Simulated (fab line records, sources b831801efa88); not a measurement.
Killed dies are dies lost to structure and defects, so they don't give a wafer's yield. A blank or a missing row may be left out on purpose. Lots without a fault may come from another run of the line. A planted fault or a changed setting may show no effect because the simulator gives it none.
fab line records | flow gf180mcu
record lots=14 wafers=42 last_day=34
route steps=602 shown MVPSD@88 VT_IMPLANT@130 POLY_GATE@163
lots that met no fault: from a run of the same line without faults
start_h: hours from the record's first day to the start of the lot's first wafer shown | wait_h: hours since the lot's step before | " the same as in the row above | L1.1+2: a row that stands for several wafers | - no value, or no start given | * or withheld: withheld | < > ~ a bound
route shown NAME@n: a module of which the file shows steps, and the number in the route of the first | usual: mean/standard deviation of fault-free wafers | same: alike in all rows | chamber/n: place in a boat | sites: the reading at each site | _std_site: their standard deviation | _edge_site: outer sites' mean less inner sites' | radius_mm: how far each site lies from the wafer's centre | mask NAME#n: copy n | behind: the tool/chamber that last shaped the wafer | hold: why the lot was held/for how many hours/how that ended | device: the transistor (n, p or np) that didn't switch | end of line: the same wafers' tests at the end of the route | a step without rows: its recipe alone | killed: dies lost to structure and defects at the first sort, not the wafer's yield | map: a wafer's dies, x killed, . not, _ none there
set.NAME: the setting as run; set.NAME@STEP: as run at that earlier step | model.NAME: the simulator's own value behind a step, which no gauge read
steps of the route over a sample of lots; a table a step, a row a wafer
services: from which hour (start_h, from the record's first day; less than 0 if before it) a tool's chamber was out of use, for how many hours, and why
## steps
# step GF_MVPSD_STRIP_10
# recipe chemistry=O2/N2 power_w=1400 pressure_mtorr=1500 platen_temp_c=250 o2_flow_sccm=3000 n2_flow_sccm=300 overash_fraction=0.5
# usual drypump_motor_current_A=5.7/0.72 heater_power_w=336/21 oes_product_au=0.722/0.0041 strip_time_to_endpoint_s=36.94/0.11
# columns lot.wafer tool chamber start_h wait_h drypump_motor_current_A heater_power_w oes_product_au rf_hours_counter_h strip_time_to_endpoint_s
L214.1 plasma_asher-01 1 109.30 0.1 5.0 312 0.717 32 37.05
L214.3 " 1 " " 5.0 307 0.723 - 36.93
L214.4 " 0 " " 6.7 377 0.716 - 36.96
L215.2 plasma_asher-03 0 114.70 0.1 5.3 354 0.720 48 36.99
L215.5 " 1 " " 5.7 330 0.725 - 36.88
L215.6 " 0 " " 5.3 345 0.726 - 36.82
L216.2 plasma_asher-01 1 124.05 0.1 5.0 308 0.723 35 37.03
L216.3 " 1 " " 5.0 309 0.716 - 37.07
L216.5 " 1 " " 5.0 313 0.724 - 37.15
L217.1 plasma_asher-03 0 129.05 0.1 5.3 349 0.719 50 36.98
L217.3 " 1 " " 5.7 328 0.719 - 37.00
L217.5 " 0 " " 5.3 350 0.715 - 36.94
L218.1 plasma_asher-03 0 131.90 0.1 5.2 347 0.724 50 37.16
L218.2 " 1 " " 5.7 324 0.715 50 37.08
L218.4 " 0 " " 5.2 346 0.729 - 37.16
L220.1 plasma_asher-01 0 143.15 0.1 6.7 362 0.718 38 36.95
L220.3 " 1 " " 5.0 320 0.718 - 36.95
L220.6 " 0 " " 6.7 376 0.720 - 36.95
L221.1 plasma_asher-01 0 148.85 0.1 6.7 373 0.718 39 36.75
L221.3 " 1 " " 5.0 303 0.721 - 36.80
L221.4 " 0 " " 6.7 380 0.723 - 36.86
L224.2 plasma_asher-03 1 167.55 0.1 5.7 326 0.726 55 36.57
L224.3 " 0 " " 5.3 350 0.727 - 36.69
L224.6 " 0 " " 5.3 354 0.718 - 36.64
L226.1 plasma_asher-04 0 183.65 0.1 5.0 316 0.719 46 36.82
L226.5 " 1 " " 6.7 344 0.726 - 36.91
L226.6 " 0 " " 4.9 323 0.726 - 36.82
L227.1 plasma_asher-04 1 189.45 0.1 6.7 344 0.727 46 36.93
L227.3 " 1 " " 6.7 333 0.720 - 36.84
L227.6 " 0 " " 4.9 322 0.721 - 36.92
L231.1 plasma_asher-04 1 214.05 0.1 6.7 335 0.726 48 36.80
L231.2 " 0 " " 5.0 320 0.722 48 36.85
L231.3 " 0 " " 4.9 316 0.720 - 36.71
L232.1 plasma_asher-03 0 218.40 0.1 5.3 343 0.716 60 36.87
L232.5 " 0 " " 5.3 351 0.724 - 36.91
L232.6 " 1 " " 5.7 331 0.719 - 37.08
L233.1 plasma_asher-01 1 221.50 0.1 5.0 303 0.725 47 36.99
L233.3 " 0 " " 6.7 370 0.717 - 37.03
L233.5 " 1 " " 5.0 308 0.719 - 36.99
L234.1 plasma_asher-03 1 233.85 0.1 5.7 322 0.718 62 36.97
L234.2 " 0 " " 5.3 351 0.725 62 37.00
L234.3 " 0 " " 5.3 353 0.726 - 36.91
# step GF_VT_IMPLANT_OVL_MEAS_40
# usual VT_IMPLANT_03_OVL=0.4/1.3
# columns lot.wafer tool chamber start_h wait_h VT_IMPLANT_03_OVL[nm]
L214.1 overlay-01 - 169.61 0.1 0.7
L214.3 " - " " 1.5
L214.4 " - " " 2.8
L215.2 overlay-02 - 176.28 0.1 0.0
L215.5 " - " " -1.6
L215.6 " - " " 0.7
L216.2 overlay-02 - 186.88 0.1 -1.7
L216.3 " - " " -0.5
L216.5 " - " " 1.0
L217.1 overlay-01 - 191.26 0.1 -0.3
L217.3 " - " " -1.0
L217.5 " - " " -0.5
L218.1 overlay-02 - 197.51 0.1 -0.7
L218.2 " - " " 0.4
L218.4 " - " " 1.1
L220.1 overlay-02 - 207.97 0.1 -0.5
L220.3 " - " " 1.0
L220.6 " - " " -1.2
L221.1 overlay-01 - 215.81 0.1 -1.1
L221.3 " - " " 0.5
L221.4 " - " " -0.5
L224.2 overlay-02 - 236.92 0.1 3.5
L224.3 " - " " 1.8
L224.6 " - " " 0.8
L226.1 overlay-02 - 256.02 0.1 3.4
L226.5 " - " " 1.2
L226.6 " - " " 1.0
L227.1 overlay-02 - 260.62 0.1 -0.2
L227.3 " - " " -1.7
L227.6 " - " " 0.8
L231.1 overlay-02 - 288.57 0.1 0.1
L231.2 " - " " -0.3
L231.3 " - " " -0.7
L232.1 overlay-02 - 294.66 0.1 0.4
L232.5 " - " " -0.2
L232.6 " - " " -0.9
L233.1 overlay-01 - 296.46 0.1 -0.9
L233.3 " - " " 2.4
L233.5 " - " " 0.0
L234.1 overlay-01 - 311.26 0.1 -2.9
L234.2 " - " " -1.3
L234.3 " - " " 0.0
# step GF_POLY_GATE_SOFTBAKE_06
# recipe temp_c=130 time_s=60 resist=KrF
# usual resist_line_temp_C=22.99/0.1 run_length_s=88.90/0.13
# columns lot.wafer tool chamber start_h wait_h resist_line_temp_C run_length_s
L214.1 litho_track-02 0 200 - 22.99 89.17
L214.3 " 0 " " 23.04 88.90
L214.4 " 0 " " 23.03 89.02
L215.2 litho_track-03 0 206 - 22.94 88.84
L215.5 " 0 207 - 22.93 88.68
L215.6 " 0 " " 22.97 88.79
L216.2 litho_track-04 0 218 - 23.06 89.09
L216.3 " 0 " " 22.92 88.98
L216.5 " 0 " " 23.00 88.88
L217.1 litho_track-02 0 224 - 22.95 88.94
L217.3 " 0 " " 23.18 88.94
L217.5 " 0 " " 22.92 88.90
L218.1 litho_track-03 0 233 - 23.06 88.82
L218.2 " 0 " " 22.94 88.79
L218.4 " 0 " " 23.06 88.81
L220.1 litho_track-02 0 240 - 22.94 89.04
L220.3 " 0 " " 22.84 88.93
L220.6 " 0 " " 22.92 88.87
L221.1 litho_track-02 0 251 - 23.01 88.98
L221.3 " 0 " " 22.95 88.93
L221.4 " 0 " " 22.99 88.93
L224.2 litho_track-03 0 271 - 22.95 98.56
L224.3 " 0 " " 23.02 98.75
L224.6 " 0 " " 22.95 98.53
L226.1 litho_track-03 0 291 - 22.92 98.60
L226.5 " 0 " " 23.03 98.71
L226.6 " 0 " " 22.94 98.80
L227.1 litho_track-04 0 296 - 23.00 89.17
L227.3 " 0 " " 22.97 89.02
L227.6 " 0 " " 23.16 88.93
L231.1 litho_track-02 0 324 - 23.02 88.88
L231.2 " 0 " " 22.99 89.09
L231.3 " 0 " " 22.94 89.01
L232.1 litho_track-02 0 331 - 22.85 88.93
L232.5 " 0 " " 23.13 88.87
L232.6 " 0 " " 23.01 88.92
L233.1 litho_track-04 0 334 - 23.10 88.95
L233.3 " 0 " " 22.99 88.85
L233.5 " 0 " " 23.24 88.98
L234.1 litho_track-02 0 349 - 22.98 89.00
L234.2 " 0 " " 23.01 88.99
L234.3 " 0 " " 22.86 88.99
# step GF_POLY_GATE_OVL_MEAS_11
# usual POLY_GATE_OVL=3/4.9
# columns lot.wafer tool chamber start_h wait_h POLY_GATE_OVL[nm]
L214.1 overlay-01 - 209.19 0.1 -4
L214.3 " - " " -6
L214.4 " - " " -4
L215.2 overlay-01 - 215.95 0.1 5
L215.5 " - " " 1
L215.6 " - " " 6
L216.2 overlay-02 - 227.69 0.1 -1
L216.3 " - " " -1
L216.5 " - " " -3
L217.1 overlay-01 - 233.39 0.1 2
L217.3 " - " " 1
L217.5 " - " " 1
L218.1 overlay-02 - 242.33 0.1 9
L218.2 " - " " 5
L218.4 " - " " 15
L220.1 overlay-01 - 249.84 0.1 -2
L220.3 " - " " -4
L220.6 " - " " 10
L221.1 overlay-02 - 260.89 0.1 2
L221.3 " - " " 4
L221.4 " - " " 3
L224.2 overlay-02 - 281.54 0.1 5
L224.3 " - " " 4
L224.6 " - " " 0
L226.1 overlay-01 - 301.68 0.1 2
L226.5 " - " " 5
L226.6 " - " " -4
L227.1 overlay-02 - 306.53 0.1 5
L227.3 " - " " 5
L227.6 " - " " -3
L231.1 overlay-02 - 336.18 0.1 8
L231.2 " - " " 5
L231.3 " - " " 0
L232.1 overlay-02 - 342.43 0.1 3
L232.5 " - " " 8
L232.6 " - " " 6
L233.1 overlay-01 - 344.79 0.1 3
L233.3 " - " " 6
L233.5 " - " " 7
L234.1 overlay-01 - 361.08 0.1 7
L234.2 " - " " 1
L234.3 " - " " 2
## services
# columns tool chamber start_h hours kind
plasma_asher-01 - 85.72 5.2 repair
plasma_asher-04 - 100.18 51.8 pm
plasma_asher-01 - 185.59 0.7 repair
plasma_asher-01 - 196.87 0.9 repair
plasma_asher-03 - 345.72 15.6 pm
## key
first_sign step=GF_POLY_GATE_SOFTBAKE_06 reading=run_length_s direction=up sigmas=77 usual=* struck=*
effect none on later readings
met_at GF_POLY_GATE_SOFTBAKE_06
struck_lots L224,L226
tester_left_out L224,L226
not_acting_at GF_MVPSD_STRIP_10,GF_VT_IMPLANT_OVL_MEAS_40,GF_POLY_GATE_OVL_MEAS_11
onset_between 233 271
fault kind=process_parameter_drift tool=litho_track-03 chamber=- onset_h=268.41 steps=GF_POLY_GATE_SOFTBAKE_06 channel=time_s offset=* shape=step end_h=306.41 acts_in=* stated=*
# tester_left_out: of these lots the tester's yield and bins aren't shown, on N5 and GAA mostly nor the transistor test; their killed dies are dies lost to structure and defects alone, not to doping, threshold or leakage, so they don't give the yield
